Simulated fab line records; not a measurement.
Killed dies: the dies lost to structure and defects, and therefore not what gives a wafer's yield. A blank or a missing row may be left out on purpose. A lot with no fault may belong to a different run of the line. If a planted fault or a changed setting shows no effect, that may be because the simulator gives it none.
Which tool was responsible? + flow sky130 + 36 wafers from 12 lots sampled at 7 of the route's 708 steps

## WHAT THE GAUGES SHOWED, per wafer
SKY_FIELD_ISO_CD_MEAS_13: target cd 150 nm.
| lot  | measured    | on        | cd-nm (nm)        |
|------|-------------|-----------|-------------------|
| L528 | day 2 15:01 | cd-sem-01 | 149.0 149.5 150.1 |
| L531 | day 3 06:05 | cd-sem-02 | 148.4 147.4 148.4 |
| L532 | day 3 12:35 | cd-sem-02 | 151.5 152.3 153.8 |
| L533 | day 3 16:47 | cd-sem-02 | 149.8 150.4 148.4 |
| L534 | day 3 21:32 | cd-sem-02 | 151.4 151.9 151.4 |
| L535 | day 4 02:52 | cd-sem-01 | 150.6 149.9 150.5 |
| L536 | day 4 10:16 | cd-sem-02 | 152.7 153.3 152.6 |
| L538 | day 4 18:16 | cd-sem-02 | 149.8 149.9 152.0 |
| L546 | day 6 12:52 | cd-sem-02 | 150.7 150.5 150.0 |
| L547 | day 6 17:43 | cd-sem-01 | 149.5 149.4 151.1 |
| L548 | day 6 23:37 | cd-sem-01 | 150.7 150.3 150.6 |
| L549 | day 7 03:25 | cd-sem-01 | 151.4 151.8 150.4 |

SKY_FIELD_ISO_THK_MEAS_25.
| lot  | measured    | on            | FIELD_ISO_CVD_24_THK (nm) |
|------|-------------|---------------|---------------------------|
| L528 | day 2 16:59 | film-metro-02 | 612 601 616               |
| L531 | day 3 08:05 | film-metro-04 | 607 601 613               |
| L532 | day 3 16:37 | film-metro-02 | 602 593 596               |
| L533 | day 4 03:18 | film-metro-04 | 611 607 612               |
| L534 | day 4 03:22 | film-metro-01 | 613 606 610               |
| L535 | day 4 07:26 | film-metro-02 | 607 594 609               |
| L536 | day 4 13:20 | film-metro-01 | 607 606 607               |
| L538 | day 5 00:28 | film-metro-01 | 611 606 610               |
| L546 | day 6 17:46 | film-metro-02 | 600 602 601               |
| L547 | day 7 03:44 | film-metro-01 | 601 604 599               |
| L548 | day 7 03:44 | film-metro-04 | 601 603 602               |
| L549 | day 7 09:02 | film-metro-02 | 604 601 601               |

SKY_VT_ADJUST_HVTP_CD_MEAS_07: target cd 380 nm.
| lot  | measured     | on        | cd-nm (nm)        |
|------|--------------|-----------|-------------------|
| L528 | day 6 14:19  | cd-sem-01 | 381.2 383.1 378.6 |
| L531 | day 7 05:29  | cd-sem-02 | 379.7 377.4 379.1 |
| L532 | day 7 17:23  | cd-sem-02 | 377.5 377.7 378.3 |
| L533 | day 8 03:02  | cd-sem-02 | 374.4 373.8 371.7 |
| L534 | day 8 07:02  | cd-sem-01 | 375.7 375.3 379.9 |
| L535 | day 8 10:01  | cd-sem-02 | 374.1 374.6 376.0 |
| L536 | day 8 19:28  | cd-sem-02 | - - -             |
| L538 | day 9 07:46  | cd-sem-02 | - - -             |
| L546 | day 11 20:52 | cd-sem-01 | 377.5 379.1 377.0 |
| L547 | day 12 02:10 | cd-sem-01 | 381.4 381.2 379.1 |
| L548 | day 12 01:49 | cd-sem-01 | 374.1 377.7 377.4 |
| L549 | day 12 11:32 | cd-sem-01 | 377.8 375.9 377.2 |

SKY_VT_ADJUST_HVTP_OVL_MEAS_08.
| lot  | measured     | on         | VT_ADJUST_HVTP_OVL (nm) |
|------|--------------|------------|-------------------------|
| L528 | day 6 14:26  | overlay-01 | 1.1 0.5 0.5             |
| L531 | day 7 05:35  | overlay-02 | 1.9 2.1 2.7             |
| L532 | day 7 17:29  | overlay-01 | -0.8 0.5 -0.9           |
| L533 | day 8 03:07  | overlay-02 | 0.1 1.0 -1.4            |
| L534 | day 8 07:09  | overlay-02 | -0.4 1.3 2.6            |
| L535 | day 8 10:08  | overlay-02 | 0.6 1.1 2.3             |
| L536 | day 8 19:35  | overlay-01 | - - -                   |
| L538 | day 9 07:53  | overlay-01 | - - -                   |
| L546 | day 11 20:59 | overlay-01 | 3.9 2.6 2.5             |
| L547 | day 12 02:17 | overlay-02 | 2.9 1.4 2.0             |
| L548 | day 12 01:56 | overlay-01 | 1.9 1.1 -1.3            |
| L549 | day 12 11:36 | overlay-02 | 0.6 0.4 1.7             |

SKY_VT_ADJUST_HVTP_TW_MEAS_11.
| lot  | measured     | on            | VT_ADJUST_HVTP_TW |
|------|--------------|---------------|-------------------|
| L528 | day 6 14:43  | film-metro-02 | 1333 1340 1340    |
| L531 | day 7 05:53  | film-metro-02 | 1335 1340 1333    |
| L532 | day 7 17:47  | film-metro-04 | 1357 1350 1359    |
| L533 | day 8 03:25  | film-metro-02 | 1356 1359 1350    |
| L534 | day 8 07:26  | film-metro-03 | 1372 1370 1374    |
| L535 | day 8 10:26  | film-metro-02 | 1365 1364 1359    |
| L536 | day 8 19:53  | film-metro-03 | 30 30 30          |
| L538 | day 9 08:11  | film-metro-03 | 30 30 31          |
| L546 | day 11 21:16 | film-metro-02 | 1357 1339 1339    |
| L547 | day 12 02:34 | film-metro-04 | 1364 1370 1363    |
| L548 | day 12 02:13 | film-metro-03 | 1367 1363 1367    |
| L549 | day 12 11:54 | film-metro-04 | 1359 1357 1358    |

SKY_VT_ADJUST_NCORE_TW_MEAS_11.
| lot  | measured     | on            | VT_ADJUST_NCORE_TW |
|------|--------------|---------------|--------------------|
| L528 | day 9 00:34  | film-metro-01 | 218.4 219.2 218.8  |
| L531 | day 9 17:35  | film-metro-02 | 219.5 220.0 219.1  |
| L532 | day 10 09:20 | film-metro-01 | 218.7 219.6 219.1  |
| L533 | day 10 19:54 | film-metro-04 | 221.1 220.1 219.2  |
| L534 | day 11 01:11 | film-metro-04 | 217.7 218.7 218.6  |
| L535 | day 11 04:52 | film-metro-02 | 218.9 218.7 219.2  |
| L536 | day 11 14:47 | film-metro-02 | 219.8 217.9 217.1  |
| L538 | day 12 05:43 | film-metro-04 | 221.0 219.3 219.8  |
| L546 | day 15 03:10 | film-metro-04 | 218.8 220.3 219.1  |
| L547 | day 15 09:44 | film-metro-04 | 219.6 218.7 220.1  |
| L548 | day 15 09:19 | film-metro-02 | 218.6 218.5 218.6  |
| L549 | day 15 20:06 | film-metro-04 | 220.1 219.0 219.6  |

## WHICH TOOL RAN EACH LOT (tool, then ch and the chambers of the sampled wafers, then the start)
| lot  | SKY_VT_ADJUST_HVTP_DEVELOP_06     |
|------|-----------------------------------|
| L528 | litho-track-01 ch 0, day 6 14:10  |
| L531 | litho-track-04 ch 0, day 7 05:20  |
| L532 | litho-track-04 ch 0, day 7 17:14  |
| L533 | litho-track-02 ch 0, day 8 02:53  |
| L534 | litho-track-02 ch 0, day 8 06:53  |
| L535 | litho-track-02 ch 0, day 8 09:52  |
| L536 | litho-track-02 ch 0, day 8 19:19  |
| L538 | litho-track-02 ch 0, day 9 07:37  |
| L546 | litho-track-01 ch 0, day 11 20:43 |
| L547 | litho-track-04 ch 0, day 12 02:01 |
| L548 | litho-track-01 ch 0, day 12 01:40 |
| L549 | litho-track-04 ch 0, day 12 11:23 |
- SKY_VT_ADJUST_HVTP_DEVELOP_06: develop time 60 s.

## WHAT THE TOOLS THEMSELVES READ (means of the sampled wafers that have a number; where no wafer has one, the mark that the record gives instead)
The record holds no such reading with a usual standard deviation.

## THE ANSWER, worked out from the rows above alone
Rule: the lots themselves supply what counts as usual. The widest of any qualifying gaps counts: lots, ordered by their means at a reading, are off when they make up no more than a third of the lots, leave a main group of 4 or more, and stand apart from it by 3 or more times the standard deviation of that group's means. The tables above print the reading to a certain number of digits; a main group whose means all agree to those digits is not used. Also off: a lot with no number at a reading for which 4 or more lots have one. The other lots that the step has rows for count as sound. The gauges are gone through in route order, then the tools' own readings, and for those a lot's mean is taken as printed above. The first step at which some lot is off is used, and at that step the reading that is off furthest; a lot without a number counts as furthest.
Off, at SKY_VT_ADJUST_HVTP_CD_MEAS_07 on cd-nm: L536, L538. Without a number there: L536, L538. For the main group the mean is 377.4 nm and the standard deviation 2.2.
A tool fits if, at a process step before that reading, it ran every lot that is off, and no sound lot after the first of them. The gauges at SKY_VT_ADJUST_HVTP_CD_MEAS_07 aren't tried: what is off there is off at SKY_VT_ADJUST_HVTP_OVL_MEAS_08 too, on other tools, and a gauge's error can't cause that. One fits: SKY_VT_ADJUST_HVTP_DEVELOP_06 on litho-track-02. Its last sound lot is L535 (day 8 09:52), its first lot that is off L536 (day 8 19:19): a fault that began between those two fits.

## WHAT HAD BEEN PUT IN BY THE SIMULATOR
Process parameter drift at SKY_VT_ADJUST_HVTP_DEVELOP_06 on litho-track-02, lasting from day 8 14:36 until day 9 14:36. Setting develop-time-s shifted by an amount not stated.
Shown lots that were struck: L536, L538. The same result came from the rule above.
